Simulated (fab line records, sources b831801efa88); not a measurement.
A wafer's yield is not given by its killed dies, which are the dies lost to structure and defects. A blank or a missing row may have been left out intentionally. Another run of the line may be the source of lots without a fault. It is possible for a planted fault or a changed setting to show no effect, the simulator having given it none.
fab line records + flow gf180mcu
record
- lots=6
- wafers=18
- last-day=34
route steps=602 shown V4@476
lots with no fault: from the same line, run without faults
start-h: hours from the record's opening day to when the first of the lot's shown wafers began + wait-h: hours since the lot's step before + " the same as in the row above + L1.1+2: a row that stands for several wafers + - either no value or no given start + * or withheld: withheld + < > ~ a bound
route shown NAME@n: names a module that has steps shown in the file, with the first one's number in the route + usual: the fault-free wafers' mean and standard deviation + same: alike in all rows + chamber/n: place in a boat + sites: each site's reading + _std_site: standard deviation of those values + _edge_site: the outer-site mean with the inner-site mean subtracted + radius-mm: for every site, how far away it sits from the centre of the wafer + mask NAME#n: copy n + behind: tool/chamber where the wafer was last shaped + hold: cause of the lot's hold/its duration in hours/its outcome + device: which transistor (n, p or np) failed to switch + end of line: the route-end tests of the same wafers + a step given without rows: its recipe and nothing more + killed: dies that structure and defects cost at the first sort, which is not the same as the wafer's yield + map: a wafer's dies, x killed, . not, _ none there
set.NAME: setting as actually run; set.NAME@STEP: the setting as run at that earlier step + model.NAME: the simulator's own value behind a step, which no gauge read
lots seen at some steps along the route; tables by step, rows by wafer
services: from which hour (start-h, from the record's first day; less than 0 if before it) a tool's chamber was out of use, for how many hours, and why
## steps
# step GF_V4_CVD_00
# recipe
- material=SiO2
- target-thk-nm=600
- sigma-open-frac=0.3
- temp-c=400
- time-s=100
- sih4-flow-sccm=60
- pressure-mtorr=6
# step GF_V4_THK_MEAS_01
# recipe
- reads=SiO2_of_V4_CVD_00
# usual
- V4_CVD_00_THK=601/6.6
| lot.wafer | tool          | chamber | start-h | wait-h | V4_CVD_00_THK[nm] |
|-----------|---------------|---------|---------|--------|-------------------|
| L688.1    | film-metro-01 | -       | 606.57  | 0.0    | 605               |
| L688.2    | "             | -       | "       | "      | 604               |
| L688.4    | "             | -       | "       | "      | 610               |
| L690.2    | film-metro-04 | -       | 624.49  | 0.0    | 595               |
| L690.3    | "             | -       | "       | "      | 594               |
| L690.5    | "             | -       | "       | "      | 591               |
| L691.2    | film-metro-04 | -       | 633.09  | 0.0    | 591               |
| L691.3    | "             | -       | "       | "      | 602               |
| L691.4    | "             | -       | "       | "      | 597               |
| L696.1    | film-metro-02 | -       | 668.18  | 0.0    | 603               |
| L696.3    | "             | -       | "       | "      | 604               |
| L696.4    | "             | -       | "       | "      | 600               |
| L700.3    | film-metro-01 | -       | 697.35  | 0.1    | 592               |
| L700.4    | "             | -       | "       | "      | 599               |
| L700.6    | "             | -       | "       | "      | 597               |
| L702.1    | film-metro-01 | -       | 706.93  | 0.0    | 589               |
| L702.3    | "             | -       | "       | "      | 596               |
| L702.4    | "             | -       | "       | "      | 590               |
# step GF_V4_CVD_02
# recipe
- material=SiO2
- target-thk-nm=850
- precursor=TEOS
- temp-c=400
- time-s=94.851
- rf-w=600
# usual
- heater-power-w=655/95
# same
- time-s=94.851
| lot.wafer | tool     | chamber | start-h | wait-h | heater-power-w |
|-----------|----------|---------|---------|--------|----------------|
| L688.1    | pecvd-03 | 2       | 606.63  | 0.1    | 528            |
| L688.2    | "        | 1       | "       | "      | 698            |
| L688.4    | "        | 0       | "       | "      | 590            |
| L690.2    | pecvd-04 | 1       | 624.54  | 0.0    | 580            |
| L690.3    | "        | 2       | "       | "      | 641            |
| L690.5    | "        | 2       | "       | "      | 716            |
| L691.2    | pecvd-04 | 1       | 633.14  | 0.0    | 608            |
| L691.3    | "        | 2       | "       | "      | 768            |
| L691.4    | "        | 1       | "       | "      | 617            |
| L696.1    | pecvd-03 | 0       | 668.24  | 0.1    | 610            |
| L696.3    | "        | 2       | "       | "      | 565            |
| L696.4    | "        | 2       | "       | "      | 601            |
| L700.3    | pecvd-03 | 0       | 697.39  | 0.0    | 668            |
| L700.4    | "        | 2       | "       | "      | 647            |
| L700.6    | "        | 1       | "       | "      | 603            |
| L702.1    | pecvd-04 | 2       | 706.99  | 0.1    | 752            |
| L702.3    | "        | 1       | "       | "      | 633            |
| L702.4    | "        | 2       | "       | "      | 769            |
# step GF_V4_THK_MEAS_03
# recipe
- reads=SiO2_of_V4_CVD_02
# usual
- V4_CVD_02_THK=854/11
| lot.wafer | tool          | chamber | start-h | wait-h | V4_CVD_02_THK[nm] |
|-----------|---------------|---------|---------|--------|-------------------|
| L688.1    | film-metro-02 | -       | 606.70  | 0.0    | 835               |
| L688.2    | "             | -       | "       | "      | 848               |
| L688.4    | "             | -       | "       | "      | 860               |
| L690.2    | film-metro-02 | -       | 624.62  | 0.0    | 854               |
| L690.3    | "             | -       | "       | "      | 860               |
| L690.5    | "             | -       | "       | "      | 870               |
| L691.2    | film-metro-02 | -       | 633.22  | 0.0    | 850               |
| L691.3    | "             | -       | "       | "      | 847               |
| L691.4    | "             | -       | "       | "      | 865               |
| L696.1    | film-metro-04 | -       | 668.31  | 0.0    | 835               |
| L696.3    | "             | -       | "       | "      | 836               |
| L696.4    | "             | -       | "       | "      | 852               |
| L700.3    | film-metro-01 | -       | 697.47  | 0.1    | 844               |
| L700.4    | "             | -       | "       | "      | 858               |
| L700.6    | "             | -       | "       | "      | 870               |
| L702.1    | film-metro-04 | -       | 707.06  | 0.0    | 850               |
| L702.3    | "             | -       | "       | "      | 849               |
| L702.4    | "             | -       | "       | "      | 856               |
# step GF_V4_CMP_04
# recipe
- material=SiO2
- down-force-psi=4
- platen-rpm=60
- pad-velocity-m-s=0.94248
# usual
- motor-current-A=12.0/0.93
- slurry-filter-dp-kPa=13.50/0.13
- time-to-endpoint-s=81/5.3
| lot.wafer | tool   | chamber | start-h | wait-h | motor-current-A | slurry-filter-dp-kPa | time-to-endpoint-s |
|-----------|--------|---------|---------|--------|-----------------|----------------------|--------------------|
| L688.1    | cmp-02 | 1       | 606.76  | 0.1    | 11.3            | 13.50                | 72                 |
| L688.4    | "      | 2       | "       | "      | 13.5            | 13.53                | 89                 |
| L688.2    | "      | 3       | "       | "      | 10.4            | 13.41                | 83                 |
| L690.2    | cmp-01 | 1       | 624.77  | 0.1    | 11.9            | 13.44                | 82                 |
| L690.3    | "      | 2       | "       | "      | 11.3            | 13.27                | 82                 |
| L690.5    | "      | 0       | "       | "      | 12.3            | 13.52                | 88                 |
| L691.4    | cmp-02 | 3       | 633.27  | 0.0    | 10.9            | 13.52                | 85                 |
| L691.3    | "      | 0       | "       | "      | 10.3            | 13.57                | 74                 |
| L691.2    | "      | 1       | "       | "      | 11.9            | 13.52                | 77                 |
| L696.3    | cmp-01 | 0       | 668.37  | 0.0    | 12.3            | 13.44                | 76                 |
| L696.4    | "      | 1       | "       | "      | 12.3            | 13.61                | 77                 |
| L696.1    | "      | 3       | "       | "      | 13.3            | 13.81                | 78                 |
| L700.4    | cmp-01 | 2       | 697.56  | 0.1    | 11.6            | 13.42                | 76                 |
| L700.3    | "      | 3       | "       | "      | 13.1            | 13.43                | 80                 |
| L700.6    | "      | 2       | "       | "      | 11.4            | 13.59                | 88                 |
| L702.1    | cmp-02 | 0       | 707.12  | 0.1    | 9.9             | 13.54                | 79                 |
| L702.3    | "      | 1       | "       | "      | 12.4            | 13.54                | 77                 |
| L702.4    | "      | 3       | "       | "      | 11.0            | 13.55                | 84                 |
# step GF_V4_BOW_MEAS_05
# recipe
- mode=bow
# usual
- V4_BOW=136/9.2
| lot.wafer | tool          | chamber | start-h | wait-h | V4_BOW[um] |
|-----------|---------------|---------|---------|--------|------------|
| L688.1    | film-metro-01 | -       | 607.06  | 0.2    | 121        |
| L688.2    | "             | -       | "       | "      | 126        |
| L688.4    | "             | -       | "       | "      | 123        |
| L690.2    | film-metro-04 | -       | 624.99  | 0.2    | 133        |
| L690.3    | "             | -       | "       | "      | 134        |
| L690.5    | "             | -       | "       | "      | 131        |
| L691.2    | film-metro-04 | -       | 633.59  | 0.2    | 138        |
| L691.3    | "             | -       | "       | "      | 150        |
| L691.4    | "             | -       | "       | "      | 150        |
| L696.1    | film-metro-01 | -       | 668.67  | 0.1    | 137        |
| L696.3    | "             | -       | "       | "      | 131        |
| L696.4    | "             | -       | "       | "      | 125        |
| L700.3    | film-metro-01 | -       | 697.85  | 0.2    | 128        |
| L700.4    | "             | -       | "       | "      | 137        |
| L700.6    | "             | -       | "       | "      | 148        |
| L702.1    | film-metro-01 | -       | 707.42  | 0.2    | 128        |
| L702.3    | "             | -       | "       | "      | 129        |
| L702.4    | "             | -       | "       | "      | 149        |
# step GF_V4_DEHYDRATE_06
# recipe
- temp-c=200
- time-s=60
# step GF_V4_HMDS_07
# recipe
- prime-time-s=60
- prime-temp-c=120
# step GF_V4_COAT_08
# recipe
- resist=BARC
- temp-c=withheld
- time-s=withheld
- spin-rpm=withheld
- resist-thk-nm=withheld
# step GF_V4_COAT_09
# recipe
- resist=KrF
- spin-rpm=withheld
- resist-thk-nm=1000
# step GF_V4_SOFTBAKE_10
# recipe
- temp-c=130.6
- time-s=60
- resist=KrF
# step GF_V4_EXPOSE_11
# recipe
- mask-id=Via4
- target-cd-nm=260
- na=0.68
- source-shape=conventional
- sigma-outer=0.6
- dose-mj=38
# step GF_V4_PEB_12
# recipe
- peb-temp-c=135
- peb-time-s=90
- resist=KrF
# usual
- chill-plate-temp-C=22.98/0.12
- exhaust-pa=45.1/0.88
- resist-line-temp-C=23.00/0.1
| lot.wafer | tool           | chamber | start-h | wait-h | chill-plate-temp-C | exhaust-pa | resist-line-temp-C |
|-----------|----------------|---------|---------|--------|--------------------|------------|--------------------|
| L688.1    | litho-track-04 | 0       | 627.00  | -      | 22.93              | 43.8       | 22.95              |
| L688.2    | "              | 0       | "       | "      | 22.80              | 44.6       | 22.99              |
| L688.4    | "              | 0       | "       | "      | 23.00              | 44.8       | 23.00              |
| L690.2    | litho-track-04 | -       | 645.14  | -      | -                  | -          | -                  |
| L690.3    | "              | -       | "       | "      | -                  | -          | -                  |
| L690.5    | "              | -       | "       | "      | -                  | -          | -                  |
| L691.2    | litho-track-04 | -       | 653.14  | -      | -                  | -          | -                  |
| L691.3    | "              | -       | "       | "      | -                  | -          | -                  |
| L691.4    | "              | -       | "       | "      | -                  | -          | -                  |
| L696.1    | litho-track-01 | 0       | 687.34  | -      | 22.90              | 45.2       | 23.12              |
| L696.3    | "              | 0       | "       | "      | 22.86              | 46.2       | 22.91              |
| L696.4    | "              | 0       | "       | "      | 22.95              | 44.9       | 23.01              |
| L700.3    | litho-track-04 | 0       | 715.97  | -      | 23.30              | 44.8       | 22.83              |
| L700.4    | "              | 0       | "       | "      | 22.97              | 45.5       | 23.07              |
| L700.6    | "              | 0       | "       | "      | 22.94              | 45.7       | 22.92              |
| L702.1    | litho-track-04 | 0       | 724.85  | -      | 22.80              | 46.0       | 22.84              |
| L702.3    | "              | 0       | "       | "      | 22.79              | 46.8       | 22.90              |
| L702.4    | "              | 0       | "       | "      | 22.93              | 45.1       | 23.08              |
# step GF_V4_DEVELOP_13
# recipe
- develop-time-s=60
- resist=KrF
- dev-temp-c=21
## services
| tool     | chamber | start-h | hours | kind       |
|----------|---------|---------|-------|------------|
| pecvd-04 | -       | 591.12  | 14.0  | pm         |
| pecvd-04 | 0       | 591.12  | 14.0  | vent-cycle |
| pecvd-04 | 1       | 591.12  | 14.0  | vent-cycle |
| pecvd-04 | 2       | 591.12  | 14.0  | vent-cycle |
| pecvd-04 | 0       | 605.12  | -     | clean      |
| pecvd-04 | 1       | 605.12  | -     | clean      |
| pecvd-04 | 2       | 605.12  | -     | clean      |
| pecvd-04 | -       | 614.25  | 1.1   | repair     |
| pecvd-03 | -       | 660.28  | 3.3   | repair     |
| pecvd-03 | 0       | 668.88  | 18.6  | repair     |
| cmp-01   | -       | 676.04  | 10.4  | repair     |
| cmp-02   | -       | 686.51  | 3.7   | pm         |
| pecvd-03 | -       | 687.46  | 1.2   | repair     |
## key
first-sign
- step=GF_V4_PEB_12
- reading=tool-record
- direction=missing
effect none on later readings
met-at GF_V4_PEB_12
struck-wafers L690.2,L690.3,L690.5,L691.2,L691.3,L691.4
later-rows-left-out L690.2,L690.3,L690.5,L691.2,L691.3,L691.4
sort-left-out L690.2,L690.3,L690.5,L691.2,L691.3,L691.4
tester-left-out L690
onset-between 627.00 645.14
earlier-fault
- kind=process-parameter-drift
- tool=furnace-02
- chamber=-
- onset-h=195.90
- steps=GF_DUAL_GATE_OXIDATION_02
- channel=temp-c
- offset=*
- shape=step
- end-h=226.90
- acts-in=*
- stated=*
fault
- kind=skipped-step-whole
- tool=litho-track-04
- chamber=-
- onset-h=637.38
- steps=GF_V4_PEB_12
- scope=struck-lots-only
# tester-left-out: of these lots the tester's yield and bins aren't shown, on N5 and GAA mostly nor the transistor test; their killed dies are dies lost to structure and defects alone, not to doping, threshold or leakage, so they don't give the yield
# sort-left-out: the simulated sort isn't trusted on such a fault, so these wafers' sort isn't shown, and their yield isn't known
# later-rows-left-out: the simulator's readings of these wafers behind a module that went badly wrong aren't trusted and aren't shown, but for the sort
